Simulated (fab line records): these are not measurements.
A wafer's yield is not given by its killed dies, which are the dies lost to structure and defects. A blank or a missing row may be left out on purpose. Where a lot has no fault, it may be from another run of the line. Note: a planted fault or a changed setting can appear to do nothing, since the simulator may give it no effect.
The tool behind it: which one? -- flow gf180mcu -- 39 wafers from 13 lots sampled at 4 of the route's 602 steps

== WHAT THE GAUGES READ, wafer by wafer ==
GF_PASSIVATION_BOW_MEAS_14. Usual: PASSIVATION_BOW 137 um, standard deviation 11.
lot,measured,on,PASSIVATION_BOW (um),flag
L905,day 29 05:07,film-metro-04,132 151 147,
L907,day 30 04:43,film-metro-04,124 114 119,
L909,day 30 09:23,film-metro-02,143 148 146,
L910,day 30 19:47,film-metro-02,148 155 147,
L912,day 31 08:05,film-metro-02,128 135 129,
L920,day 33 07:49,film-metro-02,136 126 148,
L921,day 33 11:43,film-metro-04,147 146 136,
L922,day 33 23:22,film-metro-03,138 133 135,
L923,day 34 01:28,film-metro-03,134 135 130,
L924,day 34 04:00,film-metro-02,171 156 155,
L926,day 35 02:38,film-metro-03,133 132 126,
L927,day 35 03:34,film-metro-02,147 128 127,
L928,day 35 05:20,film-metro-02,147 142 144,

== WHAT TOOL EACH LOT RAN ON (gives the tool, then ch and the chambers of the sampled wafers, and finally the start) ==
lot,GF_MIM_SPUTTER_00,GF_V5_CMP_26,GF_TOP_METAL_SPUTTER_02
L905,"pvd-sputter-04, day 24 12:49","cmp-02 ch 0,1, day 27 08:37","pvd-sputter-02, day 27 09:03"
L907,"pvd-sputter-02, day 25 16:29","cmp-02 ch 0,1,3, day 28 09:58","pvd-sputter-02, day 28 10:23"
L909,"pvd-sputter-04, day 25 21:26","cmp-01 ch 1,2, day 28 15:16","pvd-sputter-03, day 28 15:38"
L910,"pvd-sputter-02, day 26 11:19","cmp-01 ch 1,2,3, day 29 02:21","pvd-sputter-01, day 29 02:44"
L912,"pvd-sputter-02, day 27 00:46","cmp-01 ch 0,1, day 29 15:54","pvd-sputter-01, day 29 16:17"
L920,"pvd-sputter-02, day 29 08:36","cmp-02 ch 0,1,2, day 31 18:43","pvd-sputter-02, day 31 19:08"
L921,"pvd-sputter-04, day 29 13:04","cmp-01 ch 0,1,2, day 31 23:20","pvd-sputter-03, day 31 23:43"
L922,"pvd-sputter-01, day 30 05:01","cmp-01 ch 2,3, day 32 12:24","pvd-sputter-01, day 32 12:48"
L923,"pvd-sputter-04, day 30 05:38","cmp-01 ch 0,1,2, day 32 14:21","pvd-sputter-02, day 32 14:47"
L924,"pvd-sputter-04, day 30 08:22","cmp-01 ch 1,2, day 32 16:47","pvd-sputter-02, day 32 17:13"
L926,"pvd-sputter-02, day 31 13:56","cmp-02 ch 0,2, day 33 17:41","pvd-sputter-03, day 33 18:07"
L927,"pvd-sputter-02, day 31 14:52","cmp-01 ch 0,1,2, day 33 18:33","pvd-sputter-01, day 33 18:59"
L928,"pvd-sputter-02, day 31 17:26","cmp-02 ch 1,2,3, day 33 20:21","pvd-sputter-03, day 33 20:47"
- GF_MIM_SPUTTER_00: material Ti, target thk 37.5 nm, time 150 s.
- GF_V5_CMP_26: polishes, stops on SiO2, t overpolish 15 s, target thk 0 nm.
- GF_TOP_METAL_SPUTTER_02: material AlCu, target thk 900 nm, time 47.82 s.

== AS READ BY THE TOOLS THEMSELVES (means over the sampled wafers that have a number; for cases with no such wafer, the mark the record gives instead) ==
GF_MIM_SPUTTER_00. Usual: throttle-valve-pct 30.3 %, standard deviation 1.2.
lot,tool,throttle-valve-pct (%),flag
L905,pvd-sputter-04,31.1,
L907,pvd-sputter-02,29.8,
L909,pvd-sputter-04,30.6,
L910,pvd-sputter-02,29.8,
L912,pvd-sputter-02,30.7,
L920,pvd-sputter-02,29.9,
L921,pvd-sputter-04,31.5,
L922,pvd-sputter-01,30.4,
L923,pvd-sputter-04,30.7,
L924,pvd-sputter-04,30.8,
L926,pvd-sputter-02,28.6,
L927,pvd-sputter-02,29.9,
L928,pvd-sputter-02,30.8,

GF_V5_CMP_26. Usual: motor-current-A 10.9 A, standard deviation 1.4; overpolish-run-s 15.000 s, standard deviation 0.0089; time-to-endpoint-s 85 s, standard deviation 3.9.
lot,tool,motor-current-A (A),overpolish-run-s (s),time-to-endpoint-s (s),flag
L905,cmp-02,12.4,14.999,91,
L907,cmp-02,11.9,14.994,85,
L909,cmp-01,9.6,15.006,87,
L910,cmp-01,11.1,14.993,82,
L912,cmp-01,9.3,14.993,85,
L920,cmp-02,11.5,15.000,90,
L921,cmp-01,10.0,14.997,87,
L922,cmp-01,11.9,15.007,83,
L923,cmp-01,9.7,15.001,85,
L924,cmp-01,9.7,15.009,84,
L926,cmp-02,11.3,15.005,90,
L927,cmp-01,10.1,15.006,85,
L928,cmp-02,11.5,14.991,82,

GF_TOP_METAL_SPUTTER_02. Usual: throttle-valve-pct 30.3 %, standard deviation 1.
lot,tool,throttle-valve-pct (%),flag
L905,pvd-sputter-02,29.9,
L907,pvd-sputter-02,30.9,
L909,pvd-sputter-03,30.4,
L910,pvd-sputter-01,30.0,
L912,pvd-sputter-01,30.0,
L920,pvd-sputter-02,28.7,
L921,pvd-sputter-03,31.5,
L922,pvd-sputter-01,29.9,
L923,pvd-sputter-02,29.7,
L924,pvd-sputter-02,30.8,
L926,pvd-sputter-03,30.7,
L927,pvd-sputter-01,30.3,
L928,pvd-sputter-03,30.3,

== THE ANSWER, worked out from the rows above alone ==
Rule: take the mean of a lot's wafers that have a number; if it is more than 3 standard deviations from the usual mean, the lot is off. A lot without any number at a reading at which 4 lots or more have one is off too. Any other lot the step has rows for is counted as sound. After the gauges, taken in route order, come the tools' own readings; for these a lot's mean is taken, as printed above. The first step at which some lot is off is used, and at that step the reading that is off furthest; a lot without a number counts as furthest.
No lot is off on any of the readings shown, so nothing can be concluded from this.

== WHAT HAD BEEN PUT IN BY THE SIMULATOR ==
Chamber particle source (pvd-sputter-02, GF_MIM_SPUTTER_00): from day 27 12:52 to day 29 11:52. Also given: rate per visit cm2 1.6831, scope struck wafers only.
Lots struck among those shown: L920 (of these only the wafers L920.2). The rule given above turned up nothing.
